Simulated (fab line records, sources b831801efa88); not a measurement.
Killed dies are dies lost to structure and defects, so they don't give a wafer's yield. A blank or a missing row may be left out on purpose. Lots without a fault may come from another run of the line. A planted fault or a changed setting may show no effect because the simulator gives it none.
Which tool did it? | flow gf180mcu | 12 lots, 36 wafers sampled, at 3 steps of a route of 602

WHAT THE GAUGES READ, wafer by wafer
GF_PASSIVATION_THK_MEAS_03. Usual: PASSIVATION_CVD_02_THK 698 nm, standard deviation 8.2.
lot  | measured     | on            | PASSIVATION_CVD_02_THK (nm) | flag
L274 | day 28 02:47 | film_metro-04 | 694 703 707                 |
L275 | day 28 16:34 | film_metro-01 | 699 700 712                 |
L276 | day 29 06:02 | film_metro-04 | 687 691 699                 |
L278 | day 29 23:05 | film_metro-03 | 695 697 687                 |
L279 | day 30 00:25 | film_metro-04 | 691 687 702                 |
L281 | day 30 16:33 | film_metro-01 | 690 702 697                 |
L282 | day 30 20:43 | film_metro-03 | 694 705 697                 |
L288 | day 32 08:25 | film_metro-03 | 702 710 705                 |
L290 | day 32 18:05 | film_metro-04 | 696 701 699                 |
L291 | day 33 00:37 | film_metro-04 | 687 691 704                 |
L293 | day 33 10:56 | film_metro-01 | 699 701 717                 |
L296 | day 34 03:20 | film_metro-04 | 708 694 697                 |

WHICH TOOL RAN EACH LOT (tool, then ch and the chambers of the sampled wafers, then the start)
lot  | GF_MIM_SPUTTER_08            | GF_TOP_METAL_STRIP_17
L274 | pvd_sputter-01, day 24 11:50 | plasma_asher-02 ch 0,1, day 28 01:47
L275 | pvd_sputter-01, day 25 01:40 | plasma_asher-02 ch 0,1, day 28 15:34
L276 | pvd_sputter-01, day 25 17:50 | plasma_asher-04 ch 0,1, day 29 05:02
L278 | pvd_sputter-04, day 26 10:32 | plasma_asher-04 ch 0,1, day 29 22:05
L279 | pvd_sputter-04, day 26 11:56 | plasma_asher-02 ch 0,1, day 29 23:22
L281 | pvd_sputter-04, day 27 07:35 | plasma_asher-04 ch 0,1, day 30 15:35
L282 | pvd_sputter-01, day 27 11:14 | plasma_asher-01 ch 0,1, day 30 19:44
L288 | pvd_sputter-03, day 29 03:03 | plasma_asher-02 ch 0,1, day 32 07:07
L290 | pvd_sputter-04, day 29 14:29 | plasma_asher-04 ch 0,1, day 32 17:07
L291 | pvd_sputter-01, day 29 23:17 | plasma_asher-02 ch 0,1, day 32 23:38
L293 | pvd_sputter-04, day 30 07:53 | plasma_asher-02 ch 0,1, day 33 09:58
L296 | pvd_sputter-03, day 31 03:07 | plasma_asher-01 ch 0,1, day 34 02:23
- GF_MIM_SPUTTER_08: material AlCu, target thk 200 nm, time 10.6 s.
- GF_TOP_METAL_STRIP_17: strips in O2/N2.

WHAT THE TOOLS THEMSELVES READ (means of the sampled wafers that have a number; where no wafer has one, the mark that the record gives instead)
GF_MIM_SPUTTER_08. Usual: throttle_valve_pct 30.1 %, standard deviation 1.
lot  | tool           | throttle_valve_pct (%) | flag
L274 | pvd_sputter-01 | 29.8                   |
L275 | pvd_sputter-01 | 29.7                   |
L276 | pvd_sputter-01 | 29.3                   |
L278 | pvd_sputter-04 | 30.3                   |
L279 | pvd_sputter-04 | 30.4                   |
L281 | pvd_sputter-04 | 30.3                   |
L282 | pvd_sputter-01 | 29.5                   |
L288 | pvd_sputter-03 | 29.5                   |
L290 | pvd_sputter-04 | 30.6                   |
L291 | pvd_sputter-01 | 29.4                   |
L293 | pvd_sputter-04 | 30.2                   |
L296 | pvd_sputter-03 | 29.5                   |

GF_TOP_METAL_STRIP_17. Usual: drypump_motor_current_A 5.7 A, standard deviation 0.43; heater_power_w 326 W, standard deviation 29; oes_product_au 0.711 a.u., standard deviation 0.0046; strip_time_to_endpoint_s 13.45 s, standard deviation 0.085.
lot  | tool            | drypump_motor_current_A (A) | heater_power_w (W) | oes_product_au (a.u.) | strip_time_to_endpoint_s (s) | flag
L274 | plasma_asher-02 | 6.2                         | 303                | 0.713                 | 13.59                        |
L275 | plasma_asher-02 | 6.3                         | 300                | 0.709                 | 13.54                        |
L276 | plasma_asher-04 | 5.3                         | 353                | 0.708                 | 13.45                        |
L278 | plasma_asher-04 | 5.4                         | 340                | 0.713                 | 13.42                        |
L279 | plasma_asher-02 | 6.3                         | 292                | 0.713                 | 13.48                        |
L281 | plasma_asher-04 | 5.4                         | 342                | 0.710                 | 13.47                        |
L282 | plasma_asher-01 | 5.3                         | 308                | 0.715                 | 13.44                        |
L288 | plasma_asher-02 | 6.3                         | 293                | 0.709                 | 13.46                        |
L290 | plasma_asher-04 | 5.4                         | 343                | 0.710                 | 13.32                        |
L291 | plasma_asher-02 | 6.2                         | 288                | 0.708                 | 13.40                        |
L293 | plasma_asher-02 | 6.3                         | 289                | 0.709                 | 13.49                        |
L296 | plasma_asher-01 | 5.3                         | 312                | 0.712                 | 13.44                        |

THE ANSWER, worked out from the rows above alone
Rule: a lot is off if the mean of its wafers that have a number lies more than 3 standard deviations from the usual mean. A lot without any number at a reading at which 4 lots or more have one is off too. The other lots that the step has rows for count as sound. The gauges are gone through in route order, then the tools' own readings, and for those a lot's mean is taken as printed above. The first step at which some lot is off is used, and at that step the reading that is off furthest; a lot without a number counts as furthest.
No lot is off at any reading shown: from this, nothing can be told.

WHAT THE SIMULATOR HAD PUT IN
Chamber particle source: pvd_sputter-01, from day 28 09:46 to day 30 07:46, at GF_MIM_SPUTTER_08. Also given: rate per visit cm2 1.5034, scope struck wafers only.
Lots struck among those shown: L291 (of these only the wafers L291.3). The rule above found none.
